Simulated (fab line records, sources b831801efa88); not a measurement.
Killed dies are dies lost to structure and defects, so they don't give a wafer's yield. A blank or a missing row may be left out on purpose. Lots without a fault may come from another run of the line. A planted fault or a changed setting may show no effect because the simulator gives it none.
Which tool did it? | flow sky130 | 14 lots, 41 wafers sampled, at 2 steps of a route of 708

WHAT THE GAUGES READ, wafer by wafer
The record holds no reading of a measuring or inspecting step that can be judged against a usual standard deviation.

WHICH TOOL RAN EACH LOT (tool, then ch and the chambers of the sampled wafers, then the start)
lot  | SKY_VT_ADJUST_HVTP_SOFTBAKE_03    | SKY_PAD_OPEN_PROBE_99
L271 | litho_track-01 ch 0, day 5 17:42  | prober-01, day 45 08:12
L272 | litho_track-01 ch 0, day 5 22:15  | prober-02, day 45 22:09
L274 | litho_track-01 ch 0, day 6 12:05  | prober-01, day 47 10:55
L275 | litho_track-04 ch 0, day 6 16:34  | prober-01, day 47 13:35
L276 | litho_track-01 ch 0, day 6 19:33  | prober-02, day 47 17:14
L277 | litho_track-04 ch 0, day 7 04:43  | prober-02, day 47 14:44
L279 | litho_track-03 ch 0, day 7 16:08  | prober-02, day 48 01:31
L281 | litho_track-03 ch 0, day 8 06:23  | prober-01, day 48 02:46
L285 | litho_track-01 ch 0, day 9 09:27  | prober-01, day 49 01:16
L286 | litho_track-01 ch 0, day 9 16:27  | prober-02, day 49 11:27
L290 | litho_track-03 ch 0, day 11 00:23 | prober-01, day 50 11:14
L291 | litho_track-04 ch 0, day 11 01:42 | prober-02, day 50 09:01
L292 | litho_track-04 ch 0, day 11 08:01 | prober-02, day 50 12:18
L293 | litho_track-04 ch 0, day 11 15:43 | prober-01, day 50 18:55
- SKY_VT_ADJUST_HVTP_SOFTBAKE_03: time 60 s.
- SKY_PAD_OPEN_PROBE_99

WHAT THE TOOLS THEMSELVES READ (means of the sampled wafers that have a number; where no wafer has one, the mark that the record gives instead)
SKY_VT_ADJUST_HVTP_SOFTBAKE_03. Usual: heater_power_total_W 56.59 W, standard deviation 0.047; run_length_s 89.24 s, standard deviation 0.23.
lot  | tool           | heater_power_total_W (W) | run_length_s (s) | flag
L271 | litho_track-01 | 56.61                    | 89.38            |
L272 | litho_track-01 | 56.59                    | 89.40            |
L274 | litho_track-01 | 56.61                    | 89.36            |
L275 | litho_track-04 | 56.60                    | 89.24            |
L276 | litho_track-01 | 56.60                    | 89.37            |
L277 | litho_track-04 | 56.56                    | 89.20            |
L279 | litho_track-03 | 56.59                    | 88.96            |
L281 | litho_track-03 | 56.58                    | 88.97            |
L285 | litho_track-01 | 56.64                    | 94.71            | OFF
L286 | litho_track-01 | 56.62                    | 92.90            | OFF
L290 | litho_track-03 | 56.62                    | 88.88            |
L291 | litho_track-04 | 56.58                    | 89.32            |
L292 | litho_track-04 | 56.57                    | 89.35            |
L293 | litho_track-04 | 56.61                    | 89.25            |

SKY_PAD_OPEN_PROBE_99. Usual: killed_at_M0_to_M3 43, standard deviation 7; killed_at_M4_up 3.4, standard deviation 1.9; killed_at_contacts 24, standard deviation 5.4; killed_at_front_end 15, standard deviation 4.4; killed_at_other 0.4, standard deviation 0.63; killed_dies 86, standard deviation 9.1; killed_open 46, standard deviation 6.6; killed_short 39, standard deviation 6.6.
lot  | tool      | killed_at_M0_to_M3 | killed_at_M4_up | killed_at_contacts | killed_at_front_end | killed_at_other | killed_dies | killed_open | killed_short | flag
L271 | prober-01 | 44                 | 2.3             | 22                 | 12                  | 0.3             | 80          | 44          | 36           |
L272 | prober-02 | 53                 | 2.7             | 27                 | 10                  | 0.0             | 93          | 55          | 38           |
L274 | prober-01 | 44                 | 3.0             | 18                 | 22                  | 0.0             | 87          | 51          | 33           |
L275 | prober-01 | 42                 | 3.0             | 21                 | 11                  | 0.7             | 78          | 45          | 32           |
L276 | prober-02 | 41                 | 5.7             | 21                 | 12                  | 0.3             | 80          | 43          | 37           |
L277 | prober-02 | 36                 | 3.7             | 29                 | 19                  | 0.3             | 88          | 49          | 39           |
L279 | prober-02 | 43                 | 5.0             | 22                 | 15                  | 0.3             | 85          | 48          | 37           |
L281 | prober-01 | 45                 | 1.0             | 19                 | 11                  | 0.0             | 76          | 41          | 35           |
L285 | prober-01 | 47                 | 2.5             | 22                 | 14                  | 0.0             | 86          | 47          | 38           |
L286 | prober-02 | 41                 | 2.7             | 21                 | 13                  | 0.3             | 78          | 48          | 30           |
L290 | prober-01 | 40                 | 3.7             | 24                 | 15                  | 0.3             | 83          | 43          | 39           |
L291 | prober-02 | 42                 | 4.0             | 22                 | 15                  | 0.0             | 83          | 49          | 34           |
L292 | prober-02 | 37                 | 4.0             | 26                 | 14                  | 0.0             | 81          | 44          | 36           |
L293 | prober-01 | 37                 | 1.3             | 26                 | 15                  | 0.3             | 79          | 37          | 42           |

THE ANSWER, worked out from the rows above alone
Rule: a lot is off if the mean of its wafers that have a number lies more than 3 standard deviations from the usual mean. A lot without any number at a reading at which 4 lots or more have one is off too. The other lots that the step has rows for count as sound. The gauges are gone through in route order, then the tools' own readings, and for those a lot's mean is taken as printed above. The first step at which some lot is off is used, and at that step the reading that is off furthest; a lot without a number counts as furthest.
Off: L285, L286, at SKY_VT_ADJUST_HVTP_SOFTBAKE_03 (run_length_s).
A tool fits if, at that step or a process step before it, it ran every lot that is off, and no sound lot after the first of them. One fits: litho_track-01 at SKY_VT_ADJUST_HVTP_SOFTBAKE_03. Its last sound lot is L276 (day 6 19:33), its first lot that is off L285 (day 9 09:27): a fault that began between those two fits.
The tool's own readings at SKY_VT_ADJUST_HVTP_SOFTBAKE_03 bear it out: on the lots that are off they differ by more than 5 times the standard deviation of the sound lots' means. run_length_s reads 93.81 s there against 89.22 s on the sound lots.

WHAT THE SIMULATOR HAD PUT IN
Process parameter drift: litho_track-01, from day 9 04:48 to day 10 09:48, at SKY_VT_ADJUST_HVTP_SOFTBAKE_03. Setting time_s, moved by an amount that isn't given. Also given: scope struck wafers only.
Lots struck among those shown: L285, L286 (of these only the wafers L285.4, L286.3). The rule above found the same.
